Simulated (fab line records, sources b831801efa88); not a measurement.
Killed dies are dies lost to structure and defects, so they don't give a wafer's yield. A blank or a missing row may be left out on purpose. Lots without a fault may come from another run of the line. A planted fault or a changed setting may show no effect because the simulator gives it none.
One fault seen from 2 desks | flow sky130 | each desk has only its own numbers; what lay behind them comes last

THE TOOL OWNER'S DESK: krf_scanner-02
The tool's own readings at SKY_LOCAL_INTERCONNECT_EXPOSE_08 (exposes mask LI1M, target cd 170 nm): means of the sampled wafers that have a number, for each lot that ran on this tool. A lot is out of limits, marked OUT, if its mean lies more than 4 standard deviations from the usual mean; the brackets give that distance.
Columns: A = focus_offset_nm at SKY_LOCAL_INTERCONNECT_EXPOSE_08, usual -0.1 nm
lot  | first seen here | A
L381 | day 29 19:05    | -0.4
L382 | day 30 06:07    | 0.3
L383 | day 30 14:28    | -0.8
L386 | day 31 15:25    | 0.2
L393 | day 33 19:54    | -0.0
L398 | day 35 11:18    | 0.3
L401 | day 36 06:33    | 0.3
L403 | day 36 23:00    | -0.4
This desk's finding: nothing out of limits on any of the 8 lots.

THE METROLOGY DESK
What the gauges read, lot by lot, whatever tool the lot ran on: means of the sampled wafers that have a number. A lot is out of limits, marked OUT, if its mean lies more than 4 standard deviations from the usual mean; the brackets give that distance.
Columns: A = SD_N_OVL at SKY_SD_N_OVL_MEAS_08, usual 1.3 nm; B = SD_N_TW at SKY_SD_N_TW_MEAS_12, usual 3998; C = cd_nm at SKY_LI_CONTACT_CD_MEAS_12, usual 170.3 nm; D = cd_nm at SKY_LOCAL_INTERCONNECT_CD_MEAS_11, usual 169.3 nm
lot  | first seen here | A    | B    | C     | D
L381 | day 27 20:14    | 0.2  | 4088 | 171.0 | 170.1
L382 | day 28 08:10    | 0.9  | 3993 | 171.2 | 168.4
L383 | day 28 16:09    | 2.2  | 3977 | 169.0 | 142.3 (-21) OUT
L386 | day 29 19:00    | 4.6  | 4035 | 169.6 | 152.6 (-13) OUT
L393 | day 32 00:09    | -0.7 | 4063 | 169.4 | 169.1
L394 | day 32 05:51    | 3.4  | 4061 | 170.7 | 169.2
L395 | day 32 21:05    | 0.8  | 4053 | 171.8 | 171.5
L396 | day 33 02:52    | 0.6  | 4017 | 168.2 | 167.6
L398 | day 33 15:57    | -0.2 | 3996 | 170.4 | 170.4
L399 | day 33 17:02    | 1.1  | 3922 | 167.7 | 169.3
L400 | day 34 05:01    | -0.1 | 4074 | 170.1 | 172.1
L401 | day 34 12:54    | -1.7 | 4035 | 170.6 | 169.9
L403 | day 35 04:52    | -0.0 | 4026 | 173.5 | 168.6
This desk's finding: out of limits on L383, L386; first on L383, day 31 04:34 (cd_nm at SKY_LOCAL_INTERCONNECT_CD_MEAS_11). In limits: L381, L382, L393, L394, L395, L396, L398, L399, L400, L401, L403.

PUT TOGETHER
The metrology desk could have raised an alarm at day 31 04:34, on L383, L386.
The tool owner's desk saw nothing out of limits.
The tool owner's desk has L383, L386 on record, within its limits.
Of the lots named, all ran SKY_LOCAL_INTERCONNECT_EXPOSE_08 on krf_scanner-02.

WHAT THE SIMULATOR HAD PUT IN
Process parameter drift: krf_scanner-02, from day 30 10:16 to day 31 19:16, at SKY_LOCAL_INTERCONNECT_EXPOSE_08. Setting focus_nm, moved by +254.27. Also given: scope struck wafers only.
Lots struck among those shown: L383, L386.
Hours from the fault's start to each desk's first reading out of limits: the metrology desk, 18.
